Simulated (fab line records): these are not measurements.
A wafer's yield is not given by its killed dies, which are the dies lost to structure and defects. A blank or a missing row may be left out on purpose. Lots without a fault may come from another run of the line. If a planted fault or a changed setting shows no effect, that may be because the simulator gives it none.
fab line records | flow sky130
record: lots: 12 wafers: 36 lastDay: 50
route steps=708 shown VT_ADJUST_HVTR@140 LI_CONTACT@363 LOCAL_INTERCONNECT@399 CONTACT@424
lots that met no fault: taken from a fault-free run of the same line
startH: start of the lot's first displayed wafer, in hours after the record's first day | waitH: time in hours since the lot's previous step | " unchanged from the row above | L1.1+2: one row covering several wafers at once | - value missing, or start not given | * or withheld: withheld | < > ~ a bound
route shown NAME@n: a module of which the file shows steps, and the number in the route of the first | usual: mean/standard deviation taken from wafers without a fault | same: alike in all rows | chamber/n: place in a boat | sites: the reading at each site | _std_site: their standard deviation | _edge_site: outer sites' mean less inner sites' | radiusMm: how far each site lies from the wafer's centre | mask NAME#n: copy n | behind: the last tool/chamber to shape the wafer | hold: cause of the lot's hold/its duration in hours/its outcome | device: whichever transistor did not switch (one of n, p or np) | end of line: the same wafers' tests at the end of the route | step lacking rows: just its recipe | killed: the dies lost at the first sort to structure and to defects; this is not the yield of the wafer | map: the dies of a wafer, with x for killed, . for not killed, _ for no die there
set.NAME: the setting the step ran with; set.NAME@STEP: the setting that earlier step ran with | model.NAME: the simulator's own value behind a step, which no gauge read
one table for each step of the route and one row for each wafer, over a sample of lots
services: when a tool's chamber went out of use (startH, in hours from the record's first day, below 0 if earlier), for how many hours, and the reason
== steps ==
step: SKY_VT_ADJUST_HVTR_IMPLANT_09
recipe: species: B energyKev: 10 doseCm2: 2.1e+12 tiltDeg: withheld
usual: doseIonsCm2: 2.1005e+12/2.1e+09 endStationPressureTorr: 5.01e-06/2.6e-07 faradayCurrentUA: 11.88/0.23
columns lot.wafer tool chamber startH waitH doseIonsCm2 endStationPressureTorr faradayCurrentUA
L986.2 implanter-04 0 198.27 0.0 2.1011e+12 5.08e-06 11.77
L986.3 " 0 " " 2.099e+12 5.12e-06 11.46
L986.6 " 0 " " 2.1062e+12 4.92e-06 11.92
L987.2 implanter-03 0 213.53 0.0 2.0998e+12 5.15e-06 11.81
L987.3 " 0 " " 2.1021e+12 5.11e-06 11.95
L987.6 " 0 " " 2.0988e+12 4.5e-06 11.49
L990.1 implanter-01 0 235.79 0.0 2.1005e+12 4.99e-06 11.71
L990.3 " 0 " " 2.1039e+12 5.23e-06 11.90
L990.5 " 0 " " 2.1014e+12 4.92e-06 11.87
L991.2 implanter-04 0 241.87 0.0 2.0996e+12 4.63e-06 12.26
L991.4 " 0 " " 2.1002e+12 5.2e-06 11.74
L991.5 " 0 " " 2.0973e+12 4.93e-06 11.97
L992.3 implanter-04 0 249.09 0.1 2.0994e+12 5.25e-06 11.96
L992.4 " 0 " " 2.1029e+12 5.55e-06 11.60
L992.5 " 0 " " 2.1019e+12 5.22e-06 11.47
L996.3 implanter-03 0 275.25 0.1 2.1025e+12 4.85e-06 11.97
L996.5 " 0 " " 2.0999e+12 4.76e-06 11.80
L996.6 " 0 " " 2.1e+12 5.24e-06 12.17
L997.1 implanter-03 0 283.14 0.0 2.0998e+12 5.09e-06 11.55
L997.2 " 0 " " 2.0982e+12 4.72e-06 12.00
L997.4 " 0 " " 2.1001e+12 5.12e-06 11.72
L998.3 implanter-04 0 289.24 0.1 2.1031e+12 4.8e-06 12.07
L998.4 " 0 " " 2.0971e+12 5.25e-06 12.07
L998.5 " 0 " " 2.0976e+12 5.2e-06 11.95
L105.3 implanter-04 0 342.99 0.1 1.6611e+12 5.03e-06 9.57
L105.5 " 0 " " 1.662e+12 4.9e-06 9.29
L105.6 " 0 " " 1.6632e+12 5.27e-06 9.37
L107.3 implanter-04 0 356.09 0.1 1.6554e+12 5.25e-06 9.27
L107.4 " 0 " " 1.658e+12 5.3e-06 9.25
L107.5 " 0 " " 1.6588e+12 4.55e-06 9.38
L108.1 implanter-03 0 363.24 0.0 2.1e+12 5e-06 11.67
L108.3 " 0 " " 2.1044e+12 4.79e-06 11.87
L108.6 " 0 " " 2.1031e+12 5.06e-06 11.84
L109.1 implanter-03 0 386.59 0.0 2.098e+12 4.77e-06 12.01
L109.2 " 0 " " 2.0989e+12 5.2e-06 12.11
L109.4 " 0 " " 2.0965e+12 4.67e-06 11.65
step: SKY_VT_ADJUST_HVTR_TW_MEAS_11
usual: VT_ADJUST_HVTR_TW: 210.2/1.1
columns lot.wafer tool chamber startH waitH VT_ADJUST_HVTR_TW
L986.2 filmMetro-02 - 198.50 0.1 211.7
L986.3 " - " " 211.6
L986.6 " - " " 211.6
L987.2 filmMetro-01 - 213.76 0.1 212.0
L987.3 " - " " 211.6
L987.6 " - " " 212.1
L990.1 filmMetro-03 - 236.04 0.1 208.8
L990.3 " - " " 208.3
L990.5 " - " " 210.1
L991.2 filmMetro-02 - 242.10 0.1 209.6
L991.4 " - " " 210.0
L991.5 " - " " 210.2
L992.3 filmMetro-03 - 249.31 0.1 209.0
L992.4 " - " " 208.9
L992.5 " - " " 209.8
L996.3 filmMetro-02 - 275.47 0.1 209.8
L996.5 " - " " 209.7
L996.6 " - " " 210.5
L997.1 filmMetro-03 - 283.39 0.1 209.2
L997.2 " - " " 207.8
L997.4 " - " " 208.0
L998.3 filmMetro-03 - 289.46 0.1 210.0
L998.4 " - " " 209.3
L998.5 " - " " 209.8
L105.3 filmMetro-02 - 343.21 0.1 196.7
L105.5 " - " " 197.4
L105.6 " - " " 196.8
L107.3 filmMetro-01 - 356.31 0.1 198.7
L107.4 " - " " 196.9
L107.5 " - " " 199.3
L108.1 filmMetro-02 - 363.49 0.1 210.6
L108.3 " - " " 210.1
L108.6 " - " " 209.6
L109.1 filmMetro-01 - 386.84 0.1 208.2
L109.2 " - " " 209.5
L109.4 " - " " 209.1
step: SKY_LI_CONTACT_THK_MEAS_01
recipe: reads: PSG_of_LI_CONTACT_HDPCVD_00
usual: LI_CONTACT_HDPCVD_THK: 925/9.3
columns lot.wafer tool chamber startH waitH LI_CONTACT_HDPCVD_THK[nm]
L986.2 filmMetro-02 - 644.68 0.1 916
L986.3 " - " " 931
L986.6 " - " " 928
L987.2 filmMetro-02 - 658.36 0.1 927
L987.3 " - " " 936
L987.6 " - " " 929
L990.1 filmMetro-01 - 687.70 0.1 920
L990.3 " - " " 931
L990.5 " - " " 919
L991.2 filmMetro-04 - 692.36 0.1 911
L991.4 " - " " 918
L991.5 " - " " 915
L992.3 filmMetro-04 - 700.93 0.1 920
L992.4 " - " " 924
L992.5 " - " " 923
L996.3 filmMetro-04 - 728.19 0.1 925
L996.5 " - " " 922
L996.6 " - " " 924
L997.1 filmMetro-04 - 737.51 0.1 935
L997.2 " - " " 929
L997.4 " - " " 933
L998.3 filmMetro-01 - 743.29 0.1 910
L998.4 " - " " 909
L998.5 " - " " 908
L105.3 filmMetro-04 - 801.27 0.1 926
L105.5 " - " " 920
L105.6 " - " " 935
L107.3 filmMetro-02 - 814.47 0.1 927
L107.4 " - " " 926
L107.5 " - " " 923
L108.1 filmMetro-02 - 819.36 0.1 908
L108.3 " - " " 942
L108.6 " - " " 913
L109.1 filmMetro-02 - 843.11 0.1 957
L109.2 " - " " 943
L109.4 " - " " 930
step: SKY_LOCAL_INTERCONNECT_OVL_MEAS_12
usual: LOCAL_INTERCONNECT_OVL: 2/4.6
columns lot.wafer tool chamber startH waitH LOCAL_INTERCONNECT_OVL[nm]
L986.2 overlay-01 - 703.66 0.1 0
L986.3 " - " " -3
L986.6 " - " " -2
L987.2 overlay-01 - 717.21 0.1 7
L987.3 " - " " 0
L987.6 " - " " 12
L990.1 overlay-02 - 744.85 0.1 1
L990.3 " - " " 3
L990.5 " - " " 6
L991.2 overlay-02 - 748.35 0.1 -4
L991.4 " - " " 2
L991.5 " - " " 0
L992.3 overlay-01 - 756.96 0.1 2
L992.4 " - " " -1
L992.5 " - " " 7
L996.3 overlay-01 - 784.36 0.1 8
L996.5 " - " " 5
L996.6 " - " " -3
L997.1 overlay-02 - 793.35 0.1 10
L997.2 " - " " 8
L997.4 " - " " 10
L998.3 overlay-02 - 798.47 0.1 0
L998.4 " - " " -4
L998.5 " - " " -1
L105.3 overlay-01 - 855.26 0.1 -5
L105.5 " - " " 2
L105.6 " - " " -5
L107.3 overlay-01 - 868.27 0.1 13
L107.4 " - " " 6
L107.5 " - " " 6
L108.1 overlay-02 - 873.00 0.1 -7
L108.3 " - " " 0
L108.6 " - " " -7
L109.1 overlay-02 - 895.61 0.1 -4
L109.2 " - " " 2
L109.4 " - " " 7
step: SKY_CONTACT_ETCH_18
recipe: target: Si3N4 chemistry: CHF3/O2 stopOn: TiN sourceW: 600 biasW: 200 pressureMtorr: 40 chf3FlowSccm: 50 O2_flow_sccm: 5 timeS: 39 targetDepthA: 750
usual: biasW: 200.0/0.6 chf3FlowSccm: 49.98/0.17 drypumpMotorCurrentA: 5.7/0.43 oesProductAu: 0.856/0.0083 throttleValvePct: 8.794/0.0091
columns lot.wafer tool chamber startH waitH biasW chf3FlowSccm drypumpMotorCurrentA oesProductAu rfHoursCounterH throttleValvePct
L986.2 rieDiel-02 0 - - 201.0 50.02 6.2 0.843 5 8.773
L986.3 " 1 " " 200.7 49.83 5.9 0.842 16 8.798
L986.6 " 0 " " 200.4 50.11 6.2 0.859 - 8.796
L987.2 rieDiel-03 3 - - 199.3 49.99 5.6 0.853 10 8.798
L987.3 " 2 " " 199.6 49.98 4.8 0.854 6 8.794
L987.6 " 0 " " 199.6 49.97 6.3 0.862 - 8.799
L990.1 rieDiel-03 0 - - 200.0 49.92 6.4 0.853 14 8.781
L990.3 " 2 " " 199.4 49.89 4.8 0.861 7 8.807
L990.5 " 0 " " 200.6 50.08 6.4 0.871 - 8.809
L991.2 rieDiel-02 3 - - 200.1 49.98 5.3 0.855 9 8.789
L991.4 " 2 " " 199.7 49.87 5.8 0.866 1 8.804
L991.5 " 2 " " 199.8 50.24 5.8 0.854 - 8.790
L992.3 rieDiel-04 1 - - 199.6 49.85 5.7 0.859 17 8.801
L992.4 " 2 " " 199.7 49.98 5.6 0.855 3 8.791
L992.5 " 3 " " 199.6 49.81 5.4 0.866 - 8.778
L996.3 rieDiel-03 1 - - 199.4 49.93 5.6 0.848 0 8.786
L996.5 " 0 " " 199.6 50.36 6.3 0.861 - 8.776
L996.6 " 1 " " 199.8 49.83 5.5 0.856 - 8.804
L997.1 rieDiel-02 2 - - 199.9 50.06 5.8 0.843 3 8.786
L997.2 " 1 " " 199.5 49.98 5.9 0.849 18 8.793
L997.4 " 3 " " 200.5 49.53 5.3 0.848 11 8.794
L998.3 rieDiel-04 1 - - 199.9 50.08 5.7 0.845 18 8.786
L998.4 " 0 " " 201.6 50.27 5.7 0.849 6 8.795
L998.5 " 3 " " 199.1 50.01 5.4 0.858 - 8.786
L105.3 rieDiel-02 2 - - 199.9 49.62 5.8 0.854 5 8.784
L105.5 " 1 " " 199.8 50.03 5.9 0.860 - 8.788
L105.6 " 0 " " 199.5 50.02 6.2 0.871 - 8.809
L107.3 rieDiel-03 3 - - 199.1 49.95 5.6 0.854 15 8.782
L107.4 " 0 " " 200.8 50.25 6.4 0.873 18 8.791
L107.5 " 0 " " 200.5 50.29 6.3 0.871 - 8.794
L108.1 rieDiel-03 3 - - 200.1 49.78 5.6 0.864 16 8.804
L108.3 " 0 " " 200.0 50.07 6.4 0.851 19 8.792
L108.6 " 0 " " 200.6 49.95 6.3 0.864 - 8.794
L109.1 rieDiel-03 1 - - 200.6 50.03 5.6 0.840 3 8.792
L109.2 " 0 " " 199.8 50.11 6.3 0.847 19 8.801
L109.4 " 3 " " 200.9 50.16 5.6 0.854 16 8.805
== services ==
columns tool chamber startH hours kind
implanter-04 - 198.81 26.8 pm
implanter-04 - 235.44 1.9 repair
implanter-03 - 237.60 0.5 repair
rieDiel-03 0 249.58 1.6 repair
rieDiel-03 3 277.20 2.9 repair
implanter-03 - 299.86 4.8 repair
rieDiel-02 - 308.98 0.2 repair
rieDiel-02 3 310.50 7.9 repair
implanter-04 - 315.38 0.8 repair
implanter-04 - 349.96 3.3 pm
rieDiel-03 2 366.89 10.1 repair
rieDiel-03 0 379.24 5.6 repair
implanter-04 - 423.11 11.6 repair
rieDiel-03 0 446.75 5.3 repair
implanter-03 - 494.88 80.7 pm
rieDiel-03 3 548.94 8.1 repair
implanter-04 - 567.74 1.7 repair
implanter-03 - 575.57 2.2 pm
implanter-04 - 653.20 4.2 pm
rieDiel-03 0 657.03 9.7 repair
implanter-04 - 671.74 6.7 repair
rieDiel-03 1 806.29 4.7 repair
implanter-04 - 821.46 0.7 repair
rieDiel-03 - 913.74 2.8 pm
== key ==
firstSign: step: SKY_VT_ADJUST_HVTR_IMPLANT_09 reading: doseIonsCm2 direction: down sigmas: 99+ usual: * struck: *
effect: step: SKY_VT_ADJUST_HVTR_IMPLANT_09 reading: faradayCurrentUA direction: down sigmas: 11 usual: 11.88 struck: 9.36
effect: step: SKY_VT_ADJUST_HVTR_TW_MEAS_11 reading: VT_ADJUST_HVTR_TW direction: down sigmas: 12 usual: 210.2 struck: 197.6
metAt SKY_VT_ADJUST_HVTR_IMPLANT_09
struckLots L105,L107
testerLeftOut L105,L107
notActingAt SKY_LI_CONTACT_THK_MEAS_01,SKY_LOCAL_INTERCONNECT_OVL_MEAS_12,SKY_CONTACT_ETCH_18
onsetBetween 289.24 342.99
fault: kind: processParameterDrift tool: implanter-04 chamber: - onsetH: 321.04 steps: SKY_VT_ADJUST_HVTR_IMPLANT_09 channel: doseCm2 offset: * shape: step endH: 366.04 actsIn: * stated: *
testerLeftOut: of these lots the tester's yield and bins aren't shown, on N5 and GAA mostly nor the transistor test; their killed dies are dies lost to structure and defects alone, not to doping, threshold or leakage, so they don't give the yield
